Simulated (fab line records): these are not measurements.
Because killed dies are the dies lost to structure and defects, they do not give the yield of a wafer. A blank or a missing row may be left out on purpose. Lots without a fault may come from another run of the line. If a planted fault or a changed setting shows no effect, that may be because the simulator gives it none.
fab line records | flow sky130
[record] lots = 4 wafers = 12 last_day = 49
route steps=708 shown VIA2@527 METAL3@532 CAPM@537 PAD_OPEN@708
lots untouched by any fault: they come from a run of this same line in which no faults occurred
start_h: start of the lot's first displayed wafer, in hours after the record's first day | wait_h: how many hours have passed since the lot's step before this one | " unchanged from the row above | L1.1+2: a single row standing in for several wafers | - no value present, or no start provided | * or withheld: withheld | < > ~ a bound
route shown NAME@n: NAME is a module with steps in the file, n the number in the route of the first one | usual: average and standard deviation across the fault-free wafers | same: alike in all rows | chamber/n: place in a boat | sites: readings site by site | _std_site: the standard deviation of these | _edge_site: the outer-site mean with the inner-site mean subtracted | radius_mm: for every site, how far away it sits from the centre of the wafer | mask NAME#n: copy n | behind: tool/chamber where the wafer was last shaped | hold: why the lot was held/for how many hours/how that ended | device: names the non-switching transistor (n, p or np) | end of line: the same wafers' tests at the end of the route | step lacking rows: just its recipe | killed: dies that structure and defects cost at the first sort, which is not the same as the wafer's yield | map: per-die view of a wafer (x killed, . not killed, _ where there is no die)
set.NAME: the run value of the setting; set.NAME@STEP: its run value at that earlier step | model.NAME: the simulator's own value behind a step, which no gauge read
lots seen at some steps along the route; tables by step, rows by wafer
services: the hour from which a tool's chamber was out of use, counted from the record's first day as start_h (under 0 if before that day), plus the number of hours and why
[[steps]]
[step SKY_VIA2_SPUTTER_20]
[recipe] material = TiN target_thk_nm = 20 chamber_pressure_pa = 5 power_w = 4000 time_s = 80
[step SKY_VIA2_CVD_21]
[recipe] material = W target_thk_nm = 420 time_s = 126.4 temp_c = 400 pressure_torr = 40
[step SKY_VIA2_CMP_24]
[recipe] stop_on = SiO2 t_overpolish_s = 20 down_force_psi = 3.5 platen_rpm = 60 target_thk_nm = 0 pad_velocity_m_s = 0.94248
[step SKY_METAL3_SPUTTER_00]
[recipe] material = Ti target_thk_nm = 15 power_w = 3000 time_s = 10 chamber_pressure_pa = 0.4
[step SKY_METAL3_SPUTTER_01]
[recipe] material = TiN target_thk_nm = 20 power_w = 6500 time_s = 16.7 chamber_pressure_pa = 0.4
[step SKY_METAL3_SPUTTER_02]
[recipe] material = AlCu target_thk_nm = 735 power_w = 10600 time_s = 39.1 chamber_pressure_pa = 0.4
[step SKY_METAL3_SPUTTER_03]
[recipe] material = Ti target_thk_nm = 5 power_w = 3000 time_s = 3.3 chamber_pressure_pa = 0.4
[step SKY_METAL3_SPUTTER_04]
[recipe] material = TiN target_thk_nm = 70 power_w = 6500 time_s = 58.3 chamber_pressure_pa = 0.4
[step SKY_CAPM_CVD_00]
[recipe] material = SiO2 target_thk_nm = 15.5 temp_c = 400 time_s = withheld rf_w = 450
[step SKY_CAPM_SPUTTER_02]
[recipe] material = TiN target_thk_nm = 200 temp_c = 300 power_w = 6500 time_s = 166.7 chamber_pressure_pa = 0.4
[usual] cathode_dc_power_W = 6500.1/0.98 throttle_valve_pct = 29.6/0.81
// columns lot.wafer tool chamber start_h wait_h cathode_dc_power_W throttle_valve_pct model.TiN_of_CAPM_SPUTTER_02.thk_nm
L217.1 pvd_sputter-02 - 908.50 0.1 6499.6 29.2 202.4
L217.4 " - " " 6499.7 30.4 202
L217.5 " - " " 6498.9 29.4 201.9
L224.1 pvd_sputter-02 - 953.91 0.1 6499.2 29.5 203.5
L224.2 " - " " 6500.1 29.0 203.6
L224.3 " - " " 6256.0 30.6 196.8
L225.2 pvd_sputter-02 - 968.40 0.0 6500.9 29.2 202.9
L225.4 " - " " 6253.9 30.2 196.3
L225.5 " - " " 6499.7 29.4 202.1
L229.2 pvd_sputter-03 - 985.81 0.0 6499.8 29.2 201.4
L229.4 " - " " 6501.5 29.3 200.8
L229.5 " - " " 6500.1 29.4 199.7
[step SKY_CAPM_DEHYDRATE_05]
[recipe] temp_c = 200 time_s = 60
[step SKY_CAPM_HMDS_06]
[recipe] prime_time_s = 60 prime_temp_c = 120
[step SKY_CAPM_COAT_07]
[recipe] resist = NOVOLAK spin_rpm = 3000 resist_thk_nm = 1140
[step SKY_CAPM_SOFTBAKE_08]
[recipe] temp_c = 90 time_s = 60 resist = NOVOLAK
[step SKY_CAPM_EXPOSE_09]
[recipe] mask_id = CAPM na = 0.6 source_shape = conventional sigma_outer = 0.6 polarization = unpolarized target_cd_nm = 1000 dose_mj = 159
[step SKY_CAPM_PEB_10]
[recipe] temp_c = withheld time_s = * resist = NOVOLAK
[step SKY_CAPM_DEVELOP_11]
[recipe] resist = NOVOLAK developer = TMAH develop_time_s = 60 dev_temp_c = 23
[step SKY_CAPM_METAL_ETCH_13]
[recipe] target_depth_nm = 220 stop_on = SiO2 chemistry = Cl2/BCl3 target = TiN pressure_mtorr = 10 icp_w = 900 bias_w = 48.5 Cl2_flow_sccm = 60 bcl3_flow_sccm = 30 time_s = 62.9
[usual] drypump_motor_current_A = 5.9/0.32 oes_product_au = 0.946/0.0077 throttle_valve_pct = 21.899/0.0099
// columns lot.wafer tool chamber start_h wait_h drypump_motor_current_A oes_product_au rf_hours_counter_h throttle_valve_pct model.CAPM.feature_depth_nm model.etch.depth_nm
L217.1 rie_metal-03 1 933.92 0.0 6.0 0.946 9 21.892 202.4 202.4
L217.4 " 0 " " 5.8 0.949 - 21.901 202 202
L217.5 " 0 " " 5.8 0.946 - 21.888 201.9 201.9
L224.1 rie_metal-04 1 978.24 0.0 5.5 0.952 1 21.882 203.5 203.5
L224.2 " 0 " " 6.1 0.955 14 21.903 203.6 203.6
L224.3 " 0 " " 6.1 0.929 - 21.902 196.8 196.8
L225.2 rie_metal-04 0 993.09 0.0 6.1 0.951 14 21.894 202.9 202.9
L225.4 " 1 " " 5.5 0.926 - 21.918 196.3 196.3
L225.5 " 0 " " 6.1 0.948 - 21.904 202.1 202.1
L229.2 rie_metal-04 0 1008.42 0.0 6.1 0.943 15 21.896 201.4 201.4
L229.4 " 0 " " 6.1 0.942 - 21.919 200.8 200.8
L229.5 " 1 " " 5.5 0.947 - 21.906 199.7 199.7
[step SKY_CAPM_STRIP_14]
[recipe] chemistry = O2/N2 power_w = 1400 pressure_mtorr = 1500 platen_temp_c = withheld o2_flow_sccm = 3000 n2_flow_sccm = 300 overash_fraction = 0.5
[step SKY_CAPM_STRIP_15]
[recipe] chemistry = post_etch_residue_remover time_s = 1200 temp_c = 72.5
[step SKY_CAPM_CLEAN_16]
[recipe] chemistry = IPA time_s = 180 temp_c = 25
[step SKY_CAPM_CLEAN_17]
[recipe] chemistry = O3/DIW dry = n2_spin
[step SKY_METAL3_DEHYDRATE_05]
[recipe] temp_c = 200 time_s = 60
[step SKY_METAL3_HMDS_06]
[recipe] prime_time_s = 60 prime_temp_c = 120
[step SKY_METAL3_COAT_07]
[recipe] resist = BARC temp_c = withheld time_s = withheld spin_rpm = 3000 resist_thk_nm = 60
[step SKY_METAL3_COAT_08]
[recipe] resist = KrF-thick spin_rpm = 3000 resist_thk_nm = 1140
[step SKY_METAL3_SOFTBAKE_09]
[recipe] temp_c = 100 time_s = 90 resist = KrF-thick
[step SKY_METAL3_EXPOSE_10]
[recipe] mask_id = MM3 na = 0.68 source_shape = annular sigma_inner = 0.4 sigma_outer = 0.8 target_cd_nm = 300 dose_mj = 28
[step SKY_METAL3_PEB_11]
[recipe] peb_temp_c = withheld peb_time_s = withheld resist = KrF-thick
[step SKY_METAL3_DEVELOP_12]
[recipe] develop_time_s = 60 resist = KrF-thick dev_temp_c = 21
[step SKY_METAL3_DESCUM_15]
[recipe] chemistry = O2 source_power_w = 150 bias_power_w = 0 pressure_mtorr = 10 temp_c = 40 time_s = 8
[step SKY_METAL3_ETCH_16]
[recipe] chemistry = N2/H2 target = BARC ion_energy_ev = 200 bias_w = 100 pressure_mtorr = 30 n2_flow_sccm = 100 h2_flow_sccm = 200 icp_w = 500 stop_on = SiO2 time_s = 88.2 target_depth_a = 600
[step SKY_METAL3_ETCH_17]
[recipe] target = SiO2 stop_on = TiN chemistry = C4F8/O2/Ar source_w = 1500 bias_w = 1200 pressure_mtorr = 40 c4f8_flow_sccm = withheld O2_flow_sccm = 6 Ar_flow_sccm = 300 time_s = 3.9 target_depth_a = 150
[step SKY_METAL3_METAL_ETCH_18]
[recipe] target_depth_a = 8450 stop_on = SiO2 over_etch_frac = 0.3 time_s = 183.1 chemistry = Cl2/BCl3 resist_sidewall_deg = 88 pressure_mtorr = 10 icp_w = 900 bias_w = 48.5 Cl2_flow_sccm = 60 bcl3_flow_sccm = 30
[step SKY_METAL3_STRIP_20]
[recipe] chemistry = post_etch_residue_remover time_s = 1200 temp_c = 72.5
// columns lot.wafer tool chamber start_h wait_h model.TiN_of_CAPM_SPUTTER_02.thk_nm
L217.1 wet_bench-04 3 959.30 0.1 201.5
L217.4 " 3 " " 201.2
L217.5 " 3 " " 201.1
L224.1+2 wet_bench-03 2 1003.05 0.1 202.7
L224.3 " 2 " " 196
L225.2 wet_bench-04 2 1016.79 0.1 202
L225.4 " 2 " " 195.4
L225.5 " 2 " " 201.3
L229.2 wet_bench-01 3 1032.85 0.1 200.5
L229.4 " 3 " " 199.9
L229.5 " 3 " " 198.9
[step SKY_PAD_OPEN_PROBE_99]
[usual] defect_limited_yield = 82.8/2.1 killed_at_M0_to_M3 = 42/6.6 killed_at_M4_up = 3.1/1.9 killed_at_contacts = 24/5.6 killed_at_front_end = 15/4.8 killed_at_other = 0.3/0.48 killed_dies = 84/10 killed_open = 47/6.8 killed_short = 37/6.8 sort_bin_3_pad_short = 0.9/0.48 sort_bin_5_function = 10.1/1.4 sort_bin_6_memory = 6.2/1.2 sort_n_pass = 408/10 sort_yield_pct = 82.8/2.1
[same] gross_dies = 492 killed_at_back_side = 0 sort_bin_4_leakage[%] = 0 sort_bin_8_speed[%] = 0
// columns lot.wafer tool chamber start_h wait_h defect_limited_yield[%] killed_at_M0_to_M3 killed_at_M4_up killed_at_contacts killed_at_front_end killed_at_other killed_dies killed_open killed_short sort_bin_3_pad_short[%] sort_bin_5_function[%] sort_bin_6_memory[%] sort_n_pass sort_yield_pct[%] model.etest.cap_mim.plate_ohm_sq
L217.1 prober-02 - 1122.43 0.1 84.3 39 2 25 11 0 77 34 43 0.4 10.0 5.3 415 84.3 5.934
L217.4 prober-02 - 1122.58 0.2 85.2 39 4 18 12 0 73 42 31 0.6 8.3 5.9 419 85.2 5.968
L217.5 prober-02 - 1122.63 0.2 82.3 46 3 20 18 0 87 42 45 1.6 10.0 6.1 405 82.3 5.913
L224.1 prober-01 - 1157.46 0.1 81.7 46 2 30 11 1 90 52 38 1.6 10.4 6.3 402 81.7 5.883
L224.2 prober-01 - 1157.51 0.1 83.9 35 5 26 13 0 79 36 43 0.4 10.2 5.5 413 83.9 5.868
L224.3 prober-01 - 1157.56 0.2 83.1 40 3 25 15 0 83 46 37 0.4 10.8 5.7 409 83.1 6.046
L225.2 prober-02 - 1168.17 0.1 83.5 49 4 22 6 0 81 42 39 0.4 11.0 5.1 411 83.5 5.974
L225.4 prober-02 - 1168.27 0.2 85.2 37 3 15 18 0 73 43 30 0.2 11.4 3.3 419 85.2 6.123
L225.5 prober-02 - 1168.32 0.2 80.7 50 4 23 17 1 95 56 39 1.2 11.4 6.7 397 80.7 5.894
L229.2 prober-02 - 1181.49 0.1 86.2 35 2 20 11 0 68 41 27 0.6 9.1 4.1 424 86.2 5.923
L229.4 prober-02 - 1181.59 0.2 87.8 31 3 13 13 0 60 30 30 1.0 6.9 4.3 432 87.8 5.996
L229.5 prober-02 - 1181.64 0.2 82.3 41 4 29 13 0 87 55 32 0.6 10.4 6.7 405 82.3 6.019
// killed by level:class
L217.1 VIA1:geometric_particle:open=10 METAL1:geometric_particle:short=9 LOCAL_INTERCONNECT:geometric_particle:short=8 CONTACT:geometric_particle:open=7 VIA2:geometric_particle:open=6 CONTACT:geometric_particle:short=5 VIA1:geometric_particle:short=5 METAL3:geometric_particle:short=4
L217.4 METAL1:geometric_particle:short=8 CONTACT:geometric_particle:open=7 VIA1:geometric_particle:open=7 LI_CONTACT:geometric_particle:open=5 VIA1:geometric_particle:short=5 VIA2:geometric_particle:open=5 VIA3:geometric_particle:open=5 METAL1:geometric_particle:open=4
L217.5 VIA1:geometric_particle:open=14 METAL1:geometric_particle:short=7 FIELD_ISO:geometric_particle:open=6 VIA1:geometric_particle:short=6 LI_CONTACT:geometric_particle:short=5 LOCAL_INTERCONNECT:geometric_particle:short=5 VIA2:geometric_particle:open=5 FIELD_ISO:geometric_particle:short=4
L224.1 VIA1:geometric_particle:open=11 METAL2:geometric_particle:short=11 CONTACT:geometric_particle:open=10 VIA3:geometric_particle:open=9 LI_CONTACT:geometric_particle:open=7 FIELD_ISO:geometric_particle:open=4 LI_CONTACT:geometric_particle:short=4 CONTACT:geometric_particle:short=4
L224.2 LI_CONTACT:geometric_particle:open=7 CONTACT:geometric_particle:short=7 CONTACT:geometric_particle:open=7 METAL2:geometric_particle:short=6 METAL1:geometric_particle:short=5 VIA1:geometric_particle:open=5 VIA2:geometric_particle:open=5 POLY_GATE:geometric_particle:short=4
L224.3 VIA1:geometric_particle:open=14 VIA1:geometric_particle:short=8 CONTACT:geometric_particle:open=7 VIA3:geometric_particle:open=6 FIELD_ISO:geometric_particle:short=5 LI_CONTACT:geometric_particle:short=5 FIELD_ISO:geometric_particle:open=4 LI_CONTACT:geometric_particle:open=4
L225.2 CONTACT:geometric_particle:open=11 VIA1:geometric_particle:open=10 VIA1:geometric_particle:short=8 METAL2:geometric_particle:short=6 VIA2:geometric_particle:open=6 VIA3:geometric_particle:short=6 CONTACT:geometric_particle:short=5 VIA3:geometric_particle:open=5
L225.4 VIA1:geometric_particle:open=12 FIELD_ISO:geometric_particle:short=5 METAL2:geometric_particle:short=5 VIA3:geometric_particle:open=5 LI_CONTACT:geometric_particle:open=4 CONTACT:geometric_particle:open=4 VIA2:geometric_particle:open=4 FIELD_ISO:geometric_particle:open=3
L225.5 VIA1:geometric_particle:open=13 VIA3:geometric_particle:open=13 LI_CONTACT:geometric_particle:open=8 CONTACT:geometric_particle:open=5 VIA1:geometric_particle:short=5 VIA3:geometric_particle:short=5 FIELD_ISO:geometric_particle:short=4 POLY_GATE:geometric_particle:open=4
L229.2 VIA1:geometric_particle:open=10 LI_CONTACT:geometric_particle:open=8 VIA2:geometric_particle:open=7 METAL1:geometric_particle:short=6 CONTACT:geometric_particle:short=5 CONTACT:geometric_particle:open=5 POLY_GATE:geometric_particle:open=3 VIA1:geometric_particle:short=3
L229.4 CONTACT:geometric_particle:open=6 VIA1:geometric_particle:open=5 FIELD_ISO:geometric_particle:short=4 FIELD_ISO:geometric_particle:open=4 METAL2:geometric_particle:short=4 VIA2:geometric_particle:open=4 POLY_GATE:geometric_particle:short=3 METAL1:geometric_particle:short=3
L229.5 CONTACT:geometric_particle:open=13 VIA1:geometric_particle:open=9 VIA2:geometric_particle:open=8 LI_CONTACT:geometric_particle:open=6 POLY_GATE:geometric_particle:open=5 METAL1:geometric_particle:short=5 LOCAL_INTERCONNECT:geometric_particle:short=4 CONTACT:geometric_particle:short=4
[[services]]
// columns tool chamber start_h hours kind
wet_bench-04 - 902.81 7.5 repair
pvd_sputter-02 - 927.87 0.9 repair
rie_metal-04 1 932.66 - clean
rie_metal-04 1 932.66 21.5 scheduled_down
rie_metal-04 1 932.66 21.5 vent_cycle
wet_bench-03 - 972.93 2.0 repair
wet_bench-01 - 976.89 1.4 repair
pvd_sputter-03 1 1003.30 - consumable_replace:kit
pvd_sputter-03 1 1003.30 18.0 scheduled_down
pvd_sputter-03 1 1003.30 18.0 vent_cycle
rie_metal-04 - 1007.21 0.1 repair
rie_metal-04 - 1016.42 0.6 repair
pvd_sputter-03 - 1016.58 0.5 repair
pvd_sputter-02 - 1031.99 18.2 repair
[[key]]
[first_sign] step = SKY_CAPM_SPUTTER_02 reading = cathode_dc_power_W direction = down sigmas = 99+ usual = 6500.1 struck = 6254.9
effect none on later readings
[model_effect] step = SKY_CAPM_SPUTTER_02 value = TiN_of_CAPM_SPUTTER_02.thk_nm without = 204.1 struck = 196.6
[model_effect] step = SKY_CAPM_METAL_ETCH_13 value = CAPM.feature_depth_nm without = 204.1 struck = 196.6
[model_effect] step = SKY_METAL3_STRIP_20 value = TiN_of_CAPM_SPUTTER_02.thk_nm without = 203.2 struck = 195.7
[model_effect] step = SKY_PAD_OPEN_PROBE_99 value = etest.cap_mim.plate_ohm_sq without = 5.86 struck = 6.085
met_at SKY_CAPM_SPUTTER_02
struck_wafers L224.3,L225.4
[fault] kind = process_parameter_drift tool = pvd_sputter-02 chamber = - onset_h = 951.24 steps = SKY_CAPM_SPUTTER_02 channel = power_w offset = * shape = step end_h = 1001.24 acts_in = * stated = * scope = struck_wafers_only
